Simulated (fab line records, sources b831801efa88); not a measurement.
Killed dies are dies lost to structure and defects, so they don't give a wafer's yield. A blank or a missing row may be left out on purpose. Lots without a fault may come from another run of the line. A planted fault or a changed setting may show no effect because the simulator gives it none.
A struck lot beside a sound one | flow sfq_line | 42 steps out of a route of 325
Sound: wafers L781.1, L781.2, L781.5. Struck: wafer L788.2. (L788.3, L788.4 of the same lot were not struck and are left out.) The cause comes at the end.
At each step with rows: each side's tool, then ch and its chambers, then its first start. Under that, the readings that differ: sound wafers | struck wafers | difference of the means | sigmas: that difference in standard deviations of wafers without a fault.
alike: readings whose means differ by less than 2 such deviations, and words and numbers that are the same on both sides. not compared: withheld readings, readings that some wafer has no value for, bounds like >300 that may hide the same value, and numbers for which the record gives no deviation and whose values overlap.
The two part at a step that has a row with sigmas, a row that says differs or no value, or rows on one side only. Numbers that don't overlap but have no deviation are shown without sigmas and don't part them. A reading that every wafer of one side lacks parts them only if that side has two wafers or more.

first, 6 steps without rows for these wafers: SFQ_TRILAYER_I1_VIA_LITHO_COAT_054 (resist thk 62 nm); SFQ_TRILAYER_I1_VIA_LITHO_COAT_049 (resist thk 650 nm); SFQ_TRILAYER_I1_VIA_LITHO_SOFTBAKE_053; SFQ_TRILAYER_I1_VIA_LITHO_EXPOSE_050 (exposes mask I1, target cd 500 nm); SFQ_TRILAYER_I1_VIA_LITHO_PEB_052 (peb time 60 s); SFQ_TRILAYER_I1_VIA_LITHO_DEVELOP_051 (time 60 s).
SFQ_I1_OVL_MEAS_913:
  sound on overlay-01, day 26 12:30; struck on overlay-01, day 34 13:53
  alike: I1_OVL
SFQ_TRILAYER_I1_VIA_BARC_OPEN_VIA_ETCH_071: etches BARC in O2, target depth 125 nm, time 41.7 s.
  sound on rie_diel-02 ch 0,2, day 26 12:32; struck on rie_diel-02 ch 0, day 34 13:55
  alike: drypump_motor_current_A, oes_product_au, rf_fwd_power_W
  not compared: rf_hours_counter_h
SFQ_TRILAYER_I1_VIA_ETCH_VIA_ETCH_052: etches SiO2 in CHF3, stops on Nb, target depth 260 nm.
  sound on rie_diel-02 ch 0,2, day 26 12:35; struck on rie_diel-02 ch 0, day 34 13:58
  reading               | sound             | struck | difference | sigmas
  oes_product_au (a.u.) | 0.846 0.848 0.855 | 0.868  | +0.018     | +4
  alike: drypump_motor_current_A, rf_fwd_power_W
then, 3 steps without rows for these wafers: SFQ_TRILAYER_I1_VIA_STRIP_STRIP_053 (strips in O2); SFQ_TRILAYER_I1_VIA_STRIP_SOLV_CLEAN_054 (cleans in NMP, time 600 s); SFQ_TRILAYER_M2_DEP_PRE_CLEAN_056 (time 22.5 s).
SFQ_TRILAYER_M2_DEP_SPUTTER_055: material Nb, target thk 200 nm, time 133.3 s.
  sound on pvd_sputter-04, day 26 13:29; struck on pvd_sputter-06, day 34 14:52
  reading                                             | sound           | struck | difference | sigmas
  model.Nb_of_TRILAYER_M2_DEP_SPUTTER_055.thk_nm (nm) | 199.4 198.7 199 | 60.44  | -138.59    |
  alike: throttle_valve_pct
SFQ_M2_RS_MEAS_914: measures by four-point-probe.
  sound on film_metro-01, day 26 13:35; struck on film_metro-04, day 34 14:59
  reading           | sound             | struck | difference | sigmas
  M2_NB_RS (ohm/sq) | 0.894 0.895 0.895 | 3.019  | +2.124     | +99 or more
then, 6 steps without rows for these wafers: SFQ_TRILAYER_M2_LITHO_COAT_062 (resist thk 62 nm); SFQ_TRILAYER_M2_LITHO_COAT_057 (resist thk 600 nm); SFQ_TRILAYER_M2_LITHO_SOFTBAKE_061; SFQ_TRILAYER_M2_LITHO_EXPOSE_058 (exposes mask M2, target cd 500 nm); SFQ_TRILAYER_M2_LITHO_PEB_060 (peb time 60 s); SFQ_TRILAYER_M2_LITHO_DEVELOP_059 (time 60 s).
SFQ_M2_OVL_MEAS_916:
  sound on overlay-01, day 32 13:53; struck on overlay-02, day 34 18:41
  alike: M2_OVL
then, 1 step without rows for these wafers: SFQ_TRILAYER_M2_BARC_OPEN_METAL_ETCH_077 (etches BARC in O2, target depth 125 nm, time 41.7 s).
SFQ_TRILAYER_M2_ETCH_METAL_ETCH_060: etches Nb in Cl2/Ar, stops on SiO2, target depth 240 nm, time 120 s.
  sound on rie_metal-04 ch 0,1, day 32 13:59; struck on rie_metal-02 ch 0, day 34 18:47
  reading               | sound             | struck | difference | sigmas
  oes_product_au (a.u.) | 0.899 0.889 0.897 | 0.539  | -0.356     | -44
  alike: drypump_motor_current_A, rf_fwd_power_W
  not compared: rf_hours_counter_h
SFQ_TRILAYER_M2_STRIP_STRIP_061: strips in O2.
  sound on rie_metal-04 ch 0,1, day 32 14:06; struck on rie_metal-02 ch 0, day 34 18:55
  alike: drypump_motor_current_A, oes_product_au
  not compared: rf_hours_counter_h
then, 2 steps without rows for these wafers: SFQ_TRILAYER_M2_STRIP_SOLV_CLEAN_062 (cleans in NMP, time 600 s); SFQ_TRILAYER_I2_DEP_PECVD_063 (deposits SiO2 from SiH4/N2O, time 111.11 s, target thk 500 nm).
SFQ_TRILAYER_I2_CMP_CMP_064: polishes SiO2.
  sound on cmp-02 ch 0,3, day 32 18:36; struck on cmp-01 ch 1, day 34 23:46
  alike: edge_zone_pressure_frac, motor_current_A, time_to_endpoint_s
SFQ_I2_BOW_MEAS_917:
  sound on film_metro-04, day 32 21:36; struck on film_metro-04, day 35 01:47
  alike: I2_BOW
SFQ_TRILAYER_I2_METRO_MEASURE_065:
  sound on film_metro-04, day 32 21:43; struck on film_metro-04, day 35 02:05
  alike: thk_nm
then, 6 steps without rows for these wafers: SFQ_TRILAYER_I2_VIA_LITHO_COAT_072 (resist thk 62 nm); SFQ_TRILAYER_I2_VIA_LITHO_COAT_067 (resist thk 650 nm); SFQ_TRILAYER_I2_VIA_LITHO_SOFTBAKE_071; SFQ_TRILAYER_I2_VIA_LITHO_EXPOSE_068 (exposes mask I2, target cd 500 nm); SFQ_TRILAYER_I2_VIA_LITHO_PEB_070 (peb time 60 s); SFQ_TRILAYER_I2_VIA_LITHO_DEVELOP_069 (time 60 s).
-- the record jumps here: 6 days lie between the struck wafers' starts before and after --
SFQ_I2_OVL_MEAS_918:
  sound on overlay-02, day 39 05:52; struck on overlay-02, day 41 05:07
  alike: I2_OVL
then, 5 steps without rows for these wafers: SFQ_TRILAYER_I2_VIA_BARC_OPEN_VIA_ETCH_096 (etches BARC in O2, target depth 125 nm, time 41.7 s); SFQ_TRILAYER_I2_VIA_ETCH_VIA_ETCH_070 (etches SiO2 in CHF3, stops on Nb, target depth 260 nm); SFQ_TRILAYER_I2_VIA_STRIP_STRIP_071 (strips in O2); SFQ_TRILAYER_I2_VIA_STRIP_SOLV_CLEAN_072 (cleans in NMP, time 600 s); SFQ_TRILAYER_M3_DEP_PRE_CLEAN_074 (time 22.5 s).
-- the record jumps here: 44 days lie between the struck wafers' starts before and after --
SFQ_M8_BOW_MEAS_951:
  sound on film_metro-04, day 84 17:31; struck on film_metro-02, day 85 08:29
  reading                 | sound                | struck | difference | sigmas
  model.etest.m2.ohm_um   | 1.782 1.786 1.788    | 5.934  | +4.149     |
  model.etest.i1.link_ohm | 1.967 1.974 1.97     | 4.463  | +2.493     |
  model.etest.i2.link_ohm | 1.967 1.967 1.974    | 4.033  | +2.064     |
  model.etest.m2.ohm_sq   | 0.8926 0.8959 0.8944 | 2.945  | +2.051     |
  alike: M8_BOW

WHERE THEY PART
First at SFQ_TRILAYER_I1_VIA_ETCH_VIA_ETCH_052; last, within this record, at SFQ_TRILAYER_M2_ETCH_METAL_ETCH_060. Later steps at which nothing parts them and some readings are alike: SFQ_TRILAYER_M2_STRIP_STRIP_061, SFQ_TRILAYER_I2_CMP_CMP_064, SFQ_I2_BOW_MEAS_917, SFQ_TRILAYER_I2_METRO_MEASURE_065, SFQ_I2_OVL_MEAS_918, SFQ_M8_BOW_MEAS_951.

WHY: what the simulator had put in
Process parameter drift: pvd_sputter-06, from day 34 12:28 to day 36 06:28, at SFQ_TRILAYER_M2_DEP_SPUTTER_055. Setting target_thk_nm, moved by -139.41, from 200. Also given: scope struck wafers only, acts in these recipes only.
